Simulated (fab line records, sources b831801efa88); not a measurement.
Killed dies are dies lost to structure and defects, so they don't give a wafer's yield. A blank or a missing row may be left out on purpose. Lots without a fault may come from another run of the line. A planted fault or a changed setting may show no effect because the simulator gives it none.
Problem report in the 8D (eight disciplines) form, filled by code | flow sky130 | the parts of the form that need people (team, actions taken, sign-off) are left out

1. THE PROBLEM
SD_N_RS at SKY_SD_N_RS_MEAS_16 reads a mean of 69.25 ohm/sq on 6 wafers of 2 lots; wafers without a fault read 68.58 ohm/sq with a standard deviation of 0.11. That is +6.1 standard deviations from the usual mean.
The step: measures by four-point-probe.
First seen on wafer L795.2, day 32 09:57, on film_metro-02. The record holds 36 wafers of 12 lots with a number at this step. Rule for "out", or "out of limits": more than 4 standard deviations from the usual mean. The other wafers with a number count as sound.

2. WHAT IT IS AND WHAT IT IS NOT
question                    | is                           | is not
which readings at this step | SD_N_RS                      | -
which lots                  | L795, L798                   | L784, L788, L790, L796, L800, L801, L802, L804, L806, L807
which wafers of those lots  | all that have a number       | -
read on which gauges        | film_metro-02, film_metro-03 | film_metro-01
when                        | from day 32 09:57            | up to then (12 sound wafers); but 18 sound wafers of L800, L801, L802, L804, L806, L807 came after

3. SUSPECTS, AND WHAT RULES EACH OUT
Counting: a tool at a process step up to the reading stays a suspect if it ran every lot that is out and no sound lot after the first of them.
- the gauge at SKY_SD_N_RS_MEAS_16: ruled out. The wafers that are out were read on 2 gauges (film_metro-02, film_metro-03).
- plasma_asher-02 at SKY_RES_XHIGH_STRIP_08 (strips in O2/N2): ruled out as a lasting fault. Sound lots L801, L802 ran on it after its first lot that is out, L795 (day 31 05:55).
- implanter-01 at SKY_SD_N_IMPLANT_09: kept. It ran every lot that is out, first L795 (day 32 09:16), and no sound lot after that; its last sound lot up to then is L796 (day 32 07:34).
Left after counting: implanter-01 at SKY_SD_N_IMPLANT_09.

4. THE CAUSE (what the simulator had put in)
Process parameter drift: implanter-01, from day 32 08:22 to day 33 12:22, at SKY_SD_N_IMPLANT_09. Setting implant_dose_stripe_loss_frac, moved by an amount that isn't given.
Counting left only this tool.

5. THE CHAIN OF EFFECTS, in route order
Each row: a reading whose mean over the struck wafers that have a number lies more than 3 standard deviations from the usual. Only readings for which the record gives a usual standard deviation are gone through. hours: the time from each lot's start at the first step in this table that gives one to its start at this step, as a median over the lots. sigmas: the change in usual standard deviations.
hours | step                | reading                  | usual        | on struck wafers | change | sigmas
0     | SKY_SD_N_STRIP_11   | strip_time_to_endpoint_s | 22.54 s      | 22.26            | -0.28  | -5.9
0     | SKY_SD_N_RS_MEAS_16 | SD_N_RS                  | 68.58 ohm/sq | 69.25            | +0.67  | +6.1
The process steps in it:
- SKY_SD_N_STRIP_11: strips in O2/N2.

6. WHAT WOULD HAVE CAUGHT IT SOONER
In this record the first reading out of limits at a measuring or inspecting step was taken at day 32 09:57, 2 hours after the fault began at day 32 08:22.
Of the lots that are out (2), L798 began SKY_SD_N_IMPLANT_09 on implanter-01 after day 32 09:57. A hold on the tool at that time would have spared it.
